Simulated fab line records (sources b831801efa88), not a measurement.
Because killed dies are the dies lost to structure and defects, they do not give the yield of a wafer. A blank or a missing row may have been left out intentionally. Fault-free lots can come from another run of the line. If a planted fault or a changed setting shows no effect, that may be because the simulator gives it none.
Which of the tools did it? + flow gf180mcu + Sampling: 13 lots, 39 wafers, 4 of 602 route steps

## WHAT THE GAUGES READ, wafer by wafer
GF_LVPWELL_TW_MEAS_11. Usual: LVPWELL_TW 558, standard deviation 3.7.
| lot  | measured    | on            | LVPWELL_TW  | flag |
|------|-------------|---------------|-------------|------|
| L501 | day 3 23:01 | film metro-02 | 557 552 554 |      |
| L505 | day 4 20:13 | film metro-01 | 558 559 558 |      |
| L506 | day 5 03:52 | film metro-04 | 554 552 555 |      |
| L507 | day 5 10:25 | film metro-04 | 556 557 559 |      |
| L508 | day 5 14:49 | film metro-02 | 551 555 550 |      |
| L510 | day 6 02:02 | film metro-04 | 560 558 560 |      |
| L513 | day 6 17:29 | film metro-02 | 554 551 556 |      |
| L517 | day 7 22:29 | film metro-01 | 562 562 564 |      |
| L518 | day 7 23:47 | film metro-01 | 563 563 563 |      |
| L520 | day 8 13:24 | film metro-01 | 561 557 561 |      |
| L521 | day 8 18:23 | film metro-01 | 560 558 556 |      |
| L522 | day 9 02:33 | film metro-04 | 557 558 556 |      |
| L524 | day 9 12:56 | film metro-04 | 556 558 556 |      |

GF_VT_IMPLANT_TW_MEAS_21. Usual: VT_IMPLANT_2_TW 1210, standard deviation 6.7.
| lot  | measured     | on            | VT_IMPLANT_2_TW | flag |
|------|--------------|---------------|-----------------|------|
| L501 | day 6 10:09  | film metro-03 | 1204 1202 1202  |      |
| L505 | day 7 10:13  | film metro-01 | 1222 1215 1221  |      |
| L506 | day 7 18:44  | film metro-01 | 1224 1228 1218  |      |
| L507 | day 8 01:05  | film metro-01 | 1206 1210 1206  |      |
| L508 | day 8 05:14  | film metro-04 | 1202 1202 1208  |      |
| L510 | day 8 20:04  | film metro-03 | 1203 1197 1199  |      |
| L513 | day 9 12:44  | film metro-01 | 1221 1217 1218  |      |
| L517 | day 10 20:49 | film metro-03 | 1072 1075 1072  | OFF  |
| L518 | day 10 22:31 | film metro-04 | 1080 1077 1079  | OFF  |
| L520 | day 11 14:11 | film metro-01 | 1210 1207 1208  |      |
| L521 | day 11 18:46 | film metro-01 | 1214 1204 1210  |      |
| L522 | day 12 03:59 | film metro-04 | 1217 1204 1214  |      |
| L524 | day 12 15:06 | film metro-04 | 1211 1213 1209  |      |

## EACH LOT AND THE TOOL THAT RAN IT (in order: tool; ch and the chambers of the sampled wafers; start)
| lot  | GF_VT_IMPLANT_SOFTBAKE_14         | GF_VT_IMPLANT_IMPLANT_19        |
|------|-----------------------------------|---------------------------------|
| L501 | litho track-01 ch 0, day 6 02:24  | implanter-03 ch 0, day 6 09:56  |
| L505 | litho track-03 ch 0, day 7 02:23  | implanter-02 ch 0, day 7 09:58  |
| L506 | litho track-04 ch 0, day 7 09:47  | implanter-01 ch 0, day 7 18:31  |
| L507 | litho track-04 ch 0, day 7 16:02  | implanter-03 ch 0, day 8 00:52  |
| L508 | litho track-03 ch 0, day 7 20:59  | implanter-03 ch 0, day 8 04:59  |
| L510 | litho track-04 ch 0, day 8 11:06  | implanter-01 ch 0, day 8 19:49  |
| L513 | litho track-01 ch 0, day 9 03:25  | implanter-01 ch 0, day 9 12:31  |
| L517 | litho track-01 ch 0, day 10 11:21 | implanter-02 ch 0, day 10 20:34 |
| L518 | litho track-01 ch 0, day 10 12:36 | implanter-02 ch 0, day 10 22:07 |
| L520 | litho track-01 ch 0, day 11 04:25 | implanter-03 ch 0, day 11 13:58 |
| L521 | litho track-01 ch 0, day 11 08:51 | implanter-01 ch 0, day 11 18:31 |
| L522 | litho track-01 ch 0, day 11 17:55 | implanter-03 ch 0, day 12 03:38 |
| L524 | litho track-01 ch 0, day 12 05:01 | implanter-03 ch 0, day 12 14:49 |
- GF_VT_IMPLANT_SOFTBAKE_14: time 61.6 s.
- GF_VT_IMPLANT_IMPLANT_19

## AS READ BY THE TOOLS THEMSELVES (means over the sampled wafers that have a number; for cases with no such wafer, the mark the record gives instead)
GF_VT_IMPLANT_SOFTBAKE_14. Usual: heater power total W 56.57 W, standard deviation 0.048; plate sensor t centre C 90.758 C, standard deviation 0.011; plate sensor t edge C 90.829 C, standard deviation 0.0095.
| lot  | tool           | heater power total W (W) | plate sensor t centre C (C) | plate sensor t edge C (C) | flag |
|------|----------------|--------------------------|-----------------------------|---------------------------|------|
| L501 | litho track-01 | 56.56                    | 90.746                      | 90.830                    |      |
| L505 | litho track-03 | 56.56                    | 90.760                      | 90.816                    |      |
| L506 | litho track-04 | 56.52                    | 90.748                      | 90.839                    |      |
| L507 | litho track-04 | 56.56                    | 90.761                      | 90.825                    |      |
| L508 | litho track-03 | 56.57                    | 90.764                      | 90.832                    |      |
| L510 | litho track-04 | 56.62                    | 90.758                      | 90.833                    |      |
| L513 | litho track-01 | 56.54                    | 90.758                      | 90.822                    |      |
| L517 | litho track-01 | 56.56                    | 90.749                      | 90.818                    |      |
| L518 | litho track-01 | 56.56                    | 90.750                      | 90.826                    |      |
| L520 | litho track-01 | 56.57                    | 90.760                      | 90.841                    |      |
| L521 | litho track-01 | 56.56                    | 90.759                      | 90.824                    |      |
| L522 | litho track-01 | 56.54                    | 90.756                      | 90.833                    |      |
| L524 | litho track-01 | 56.58                    | 90.754                      | 90.826                    |      |

GF_VT_IMPLANT_IMPLANT_19. Usual: tilt deg 7.000 degrees, standard deviation 0.022.
| lot  | tool         | tilt deg (degrees) | flag |
|------|--------------|--------------------|------|
| L501 | implanter-03 | 6.992              |      |
| L505 | implanter-02 | 6.985              |      |
| L506 | implanter-01 | 7.021              |      |
| L507 | implanter-03 | 7.003              |      |
| L508 | implanter-03 | 7.011              |      |
| L510 | implanter-01 | 7.000              |      |
| L513 | implanter-01 | 7.001              |      |
| L517 | implanter-02 | 0.035              | OFF  |
| L518 | implanter-02 | -0.020             | OFF  |
| L520 | implanter-03 | 7.000              |      |
| L521 | implanter-01 | 6.983              |      |
| L522 | implanter-03 | 6.998              |      |
| L524 | implanter-03 | 6.975              |      |

## THE ANSWER, worked out from the rows above alone
Rule: lot off if the mean of its wafers having a number is beyond 3 standard deviations from the usual mean. A lot without any number at a reading at which 4 lots or more have one is off too. Any other lot the step has rows for is counted as sound. The gauges are gone through in route order, then the tools' own readings, and for those a lot's mean is taken as printed above. The first step at which some lot is off is used, and at that step the reading that is off furthest; a lot without a number counts as furthest.
Off: L517, L518, at GF_VT_IMPLANT_TW_MEAS_21 (VT_IMPLANT_2_TW).
A tool fits if, at a process step before that reading, it ran every lot that is off, and no sound lot after the first of them. The gauges at GF_VT_IMPLANT_TW_MEAS_21 aren't tried: what is off there is off at GF_VT_IMPLANT_IMPLANT_19 too, on other tools, and a gauge's error can't cause that. One fits: implanter-02 at GF_VT_IMPLANT_IMPLANT_19. A fault onset in the window from L505 (day 7 09:58, its last sound lot) to L517 (day 10 20:34, its first lot off) fits.
The tool's own readings at GF_VT_IMPLANT_IMPLANT_19 bear it out: on the lots that are off they differ by more than 5 times the standard deviation of the sound lots' means. tilt deg reads 0.008 degrees there against 6.997 degrees on the sound lots.

## WHAT HAD BEEN PUT IN BY THE SIMULATOR
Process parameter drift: implanter-02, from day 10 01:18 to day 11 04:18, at GF_VT_IMPLANT_IMPLANT_19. Setting tilt deg, moved by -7, from 7. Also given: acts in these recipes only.
Lots struck among those shown: L517, L518. The rule given above showed the same thing.
